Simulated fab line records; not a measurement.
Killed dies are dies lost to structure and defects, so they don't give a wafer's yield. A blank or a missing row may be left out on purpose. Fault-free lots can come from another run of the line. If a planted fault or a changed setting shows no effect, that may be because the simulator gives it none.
The same fault as seen by 2 desks :: flow gf180mcu :: what lay behind the numbers comes last; until then each desk has only its own

## THE METROLOGY DESK
Means of the sampled wafers that have a number, per lot and without regard to the tool the lot ran on: this is what the gauges read. The brackets show how far a lot's mean lies from the usual mean; more than 4 standard deviations puts the lot out of limits, marked OUT.
Columns: A = cd-nm at GF_TOP_METAL_CD_MEAS_14, usual 440.3 nm
lot: L662
first seen here: day 28 23:17
A: 439.9

lot: L663
first seen here: day 29 04:29
A: 443.4

lot: L664
first seen here: day 29 08:51
A: 442.0

lot: L665
first seen here: day 29 18:43
A: 442.8

lot: L666
first seen here: day 29 23:40
A: 441.5

lot: L667
first seen here: day 30 06:51
A: 439.9

lot: L668
first seen here: day 30 20:35
A: 438.7

lot: L669
first seen here: day 31 00:46
A: 439.7

lot: L671
first seen here: day 31 13:38
A: 441.6

lot: L677
first seen here: day 33 00:29
A: 441.2

lot: L679
first seen here: day 33 11:19
A: 434.9

lot: L682
first seen here: day 34 07:35
A: 439.3
Result from this desk: across the 12 lots, nothing is out of limits.

## THE TOOL OWNER'S DESK: plasma-asher-04
The tool's own readings at GF_NSD_STRIP_11 (strips in O2/N2): means of the sampled wafers that have a number, for each lot that ran on this tool. The brackets show how far a lot's mean lies from the usual mean; more than 4 standard deviations puts the lot out of limits, marked OUT.
Columns: A = drypump-motor-current-A at GF_NSD_STRIP_11, usual 5.54 A; B = heater-power-w at GF_NSD_STRIP_11, usual 322 W; C = oes-product-au at GF_NSD_STRIP_11, usual 0.487 a.u.; D = platen-temp-c at GF_NSD_STRIP_11, usual 250.00 C; E = strip-time-to-endpoint-s at GF_NSD_STRIP_11, usual 22.96 s
lot: L667
first seen here: day 15 12:45
A: 5.54
B: 325
C: 0.488
D: 249.97
E: 22.96

lot: L668
first seen here: day 16 00:56
A: 5.58
B: 312
C: 0.491
D: 250.02
E: 22.96

lot: L677
first seen here: day 19 01:04
A: 5.63
B: 303
C: 0.487
D: 250.07
E: 22.94

lot: L679
first seen here: day 19 17:16
A: 5.55
B: 320
C: 0.488
D: 250.09
E: 22.94
Result from this desk: across the 4 lots, nothing is out of limits.

## PUT TOGETHER
Nothing out of limits was seen by the metrology desk.
The tool owner's desk saw nothing out of limits.

## WHAT THE SIMULATOR PUT IN
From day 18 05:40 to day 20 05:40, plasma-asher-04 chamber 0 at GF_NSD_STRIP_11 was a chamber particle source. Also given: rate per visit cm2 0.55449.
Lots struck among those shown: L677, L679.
